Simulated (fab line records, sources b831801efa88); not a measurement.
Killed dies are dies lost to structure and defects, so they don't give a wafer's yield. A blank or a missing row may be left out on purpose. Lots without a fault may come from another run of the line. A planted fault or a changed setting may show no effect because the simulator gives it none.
Chamber matching | flow sky130 | SKY_VIA1_ETCH_15 on rie_diel-04: 4 sister chambers
The step etches SiO2 in C4F8/O2/Ar, stops on TiN, target depth 351 nm, time 54 s. 33 wafers are shown with their chamber, then 12 later ones without.

WAFERS WITH THEIR CHAMBER
wafer  | chamber | oes_product_au (a.u.)
L075.1 | 1       | 0.970
L075.2 | 0       | 0.980
L075.6 | 3       | 0.983
L076.1 | 1       | 0.977
L076.2 | 0       | 0.973
L076.3 | 3       | 0.984
L076.4 | 2       | 0.994
L076.5 | 1       | 0.968
L076.6 | 2       | 0.992
L081.1 | 1       | 0.979
L081.2 | 2       | 0.991
L081.3 | 0       | 0.975
L081.4 | 3       | 0.975
L081.5 | 1       | 0.974
L081.6 | 2       | 0.989
L083.3 | 0       | 0.971
L083.4 | 0       | 0.972
L083.6 | 3       | 0.980
L085.1 | 0       | 0.970
L085.2 | 3       | 0.981
L085.3 | 2       | 0.983
L085.4 | 1       | 0.967
L085.5 | 2       | 0.986
L085.6 | 1       | 0.982
L087.1 | 3       | 0.989
L087.4 | 1       | 0.977
L087.6 | 0       | 0.977
L088.3 | 3       | 0.981
L088.5 | 3       | 0.987
L088.6 | 0       | 0.968
L090.2 | 3       | 0.982
L090.4 | 2       | 0.977
L090.5 | 1       | 0.957

SIGNATURES (means of the wafers above)
reading        | chamber 0 | chamber 1 | chamber 2 | chamber 3 | scatter within a chamber
oes_product_au | 0.97325   | 0.97233   | 0.98743   | 0.98244   | 0.00564
Rule: a wafer's distance from a chamber is the root of the sum, over the readings, of the square of ((its reading less the chamber's mean) divided by the reading's scatter). The wafer belongs to the nearest chamber; if the next one is less than 2 further off, it can't be placed. The scatter: the root of (the sum of the squares of (reading less its chamber's mean) over the shown wafers, divided by (wafers less chambers)).

WAFERS WITHOUT THEIR CHAMBER
wafer  | oes_product_au (a.u.)
L092.1 | 0.977
L092.2 | 0.986
L092.6 | 0.983
L094.1 | 0.985
L094.3 | 0.989
L094.6 | 0.985
L095.2 | 0.976
L095.3 | 0.979
L095.4 | 0.983
L096.1 | 0.970
L096.2 | 0.961
L096.3 | 0.982

WHICH CHAMBER EACH WENT THROUGH
wafer  | from the rows above               | in truth
L092.1 | can't be placed: 0 or 1 or 3 or 2 | 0
L092.2 | can't be placed: 2 or 3           | 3
L092.6 | can't be placed: 3 or 2 or 0 or 1 | 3
L094.1 | can't be placed: 2 or 3 or 0 or 1 | 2
L094.3 | can't be placed: 2 or 3           | 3
L094.6 | can't be placed: 2 or 3 or 0 or 1 | 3
L095.2 | can't be placed: 0 or 1 or 3 or 2 | 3
L095.3 | can't be placed: 3 or 0 or 1 or 2 | 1
L095.4 | can't be placed: 3 or 2 or 0 or 1 | 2
L096.1 | can't be placed: 1 or 0 or 3      | 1
L096.2 | can't be placed: 1 or 0 or 3      | 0
L096.3 | can't be placed: 3 or 2 or 0 or 1 | 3
Placed correctly: 0 of 12. Can't be placed from these rows: 12 (the true chamber is among the candidates in 12). Placed wrongly: 0.
